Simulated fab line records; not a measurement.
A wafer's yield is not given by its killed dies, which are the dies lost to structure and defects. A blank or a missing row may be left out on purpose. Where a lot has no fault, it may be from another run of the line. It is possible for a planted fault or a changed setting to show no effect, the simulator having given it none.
Split-lot study :: flow gf180mcu :: route with 602 steps; 5 lots, 23 wafers read

ABOUT THE SPLIT
At GF_VT_IMPLANT_IMPLANT_41, the setting energyKev was moved away from the recipe's 70 on 10 of the 23 wafers read, by -4.3% to +4.2%. The other wafers ran this setting at the recipe's value.

The reading comes from the split's own step.

THE READING
implant.drpNm (the simulator's own value, which no gauge read), in nm, at GF_VT_IMPLANT_IMPLANT_41. The file gives no usual value for it.

wafer: L074.1
tool, chamber at the split: implanter-03, 0
energyKev as run: 67.08
against the recipe: -4.2%
implant.drpNm, nm: 17.59
against lot-mates on the recipe: -0.58

wafer: L074.4
tool, chamber at the split: implanter-03, 0
energyKev as run: 67.08
against the recipe: -4.2%
implant.drpNm, nm: 17.59
against lot-mates on the recipe: -0.58

wafer: L074.3
tool, chamber at the split: implanter-03, 0
energyKev as run: 70
against the recipe: recipe
implant.drpNm, nm: 18.17
against lot-mates on the recipe: -

wafer: L074.5
tool, chamber at the split: implanter-03, 0
energyKev as run: 70
against the recipe: recipe
implant.drpNm, nm: 18.17
against lot-mates on the recipe: -

wafer: L074.6
tool, chamber at the split: implanter-03, 0
energyKev as run: 70
against the recipe: recipe
implant.drpNm, nm: 18.17
against lot-mates on the recipe: -

wafer: L076.1
tool, chamber at the split: implanter-02, 0
energyKev as run: 70
against the recipe: recipe
implant.drpNm, nm: 18.17
against lot-mates on the recipe: -

wafer: L076.5
tool, chamber at the split: implanter-02, 0
energyKev as run: 70
against the recipe: recipe
implant.drpNm, nm: 18.17
against lot-mates on the recipe: -

wafer: L076.2
tool, chamber at the split: implanter-02, 0
energyKev as run: 72.57
against the recipe: +3.7%
implant.drpNm, nm: 18.69
against lot-mates on the recipe: +0.52

wafer: L076.4
tool, chamber at the split: implanter-02, 0
energyKev as run: 72.57
against the recipe: +3.7%
implant.drpNm, nm: 18.69
against lot-mates on the recipe: +0.52

wafer: L076.6
tool, chamber at the split: implanter-02, 0
energyKev as run: 72.57
against the recipe: +3.7%
implant.drpNm, nm: 18.69
against lot-mates on the recipe: +0.52

wafer: L077.1
tool, chamber at the split: implanter-03, 0
energyKev as run: 66.96
against the recipe: -4.3%
implant.drpNm, nm: 17.56
against lot-mates on the recipe: -0.61

wafer: L077.5
tool, chamber at the split: implanter-03, 0
energyKev as run: 66.96
against the recipe: -4.3%
implant.drpNm, nm: 17.56
against lot-mates on the recipe: -0.61

wafer: L077.2
tool, chamber at the split: implanter-03, 0
energyKev as run: 70
against the recipe: recipe
implant.drpNm, nm: 18.17
against lot-mates on the recipe: -

wafer: L077.3
tool, chamber at the split: implanter-03, 0
energyKev as run: 70
against the recipe: recipe
implant.drpNm, nm: 18.17
against lot-mates on the recipe: -

wafer: L077.4
tool, chamber at the split: implanter-03, 0
energyKev as run: 70
against the recipe: recipe
implant.drpNm, nm: 18.17
against lot-mates on the recipe: -

wafer: L079.1
tool, chamber at the split: implanter-02, 0
energyKev as run: 70
against the recipe: recipe
implant.drpNm, nm: 18.17
against lot-mates on the recipe: -

wafer: L079.2
tool, chamber at the split: implanter-02, 0
energyKev as run: 70
against the recipe: recipe
implant.drpNm, nm: 18.17
against lot-mates on the recipe: -

wafer: L079.5
tool, chamber at the split: implanter-02, 0
energyKev as run: 70
against the recipe: recipe
implant.drpNm, nm: 18.17
against lot-mates on the recipe: -

wafer: L082.1
tool, chamber at the split: implanter-03, 0
energyKev as run: 72.94
against the recipe: +4.2%
implant.drpNm, nm: 18.76
against lot-mates on the recipe: +0.59

wafer: L082.4
tool, chamber at the split: implanter-03, 0
energyKev as run: 72.94
against the recipe: +4.2%
implant.drpNm, nm: 18.76
against lot-mates on the recipe: +0.59

wafer: L082.6
tool, chamber at the split: implanter-03, 0
energyKev as run: 72.94
against the recipe: +4.2%
implant.drpNm, nm: 18.76
against lot-mates on the recipe: +0.59

wafer: L082.2
tool, chamber at the split: implanter-03, 0
energyKev as run: 70
against the recipe: recipe
implant.drpNm, nm: 18.17
against lot-mates on the recipe: -

wafer: L082.5
tool, chamber at the split: implanter-03, 0
energyKev as run: 70
against the recipe: recipe
implant.drpNm, nm: 18.17
against lot-mates on the recipe: -

THE FIT
A straight line over all 23 wafers: implant.drpNm changes by +0.14 nm for each +1% of energyKev; r = +1.00; the points scatter about the line by 0.0022 nm.
The same after taking each lot's own level away (the mean of its wafers on the recipe; 23 wafers): +0.14 nm for each +1%; r = +1.00; scatter 0.0022 nm.
Per that fit: largest energyKev move, reading shift of 0.61 nm.
The lots' own levels span 18.170 to 18.170 nm.
The two slopes agree, so the slope changes little with the lot-to-lot level.
Check: for one of the wafers moved furthest among these (-4.3%), held out of the fit, the line's prediction against its lot-mates is -0.608 nm. It came out at -0.61 nm against them.

OTHER SPLITS APPLIED TO THESE WAFERS
Note: prior to the reading, these wafers also went through further splits. Each is held against what the fit with the lots' levels taken away leaves over:
other split on the same wafers: GF_STI_CVD_03 pressureMtorr
wafers away from the commonest value: 15
r with implant.drpNm (lot level and that fit taken away): -0.09

other split on the same wafers: GF_DNWELL_COAT_02 spinRpm
wafers away from the commonest value: 8
r with implant.drpNm (lot level and that fit taken away): -0.51

other split on the same wafers: GF_MVSD_IMPLANT_08 energyKev
wafers away from the commonest value: 7
r with implant.drpNm (lot level and that fit taken away): -0.27

other split on the same wafers: GF_MVPSD_SOFTBAKE_03 tempC
wafers away from the commonest value: 10
r with implant.drpNm (lot level and that fit taken away): -0.31

other split on the same wafers: GF_VT_IMPLANT_COAT_02 spinRpm
wafers away from the commonest value: 5
r with implant.drpNm (lot level and that fit taken away): +0.30

THE FILE'S OWN FIT
implant.drpNm changes by +0.14 nm for each +1% of energyKev, r = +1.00.
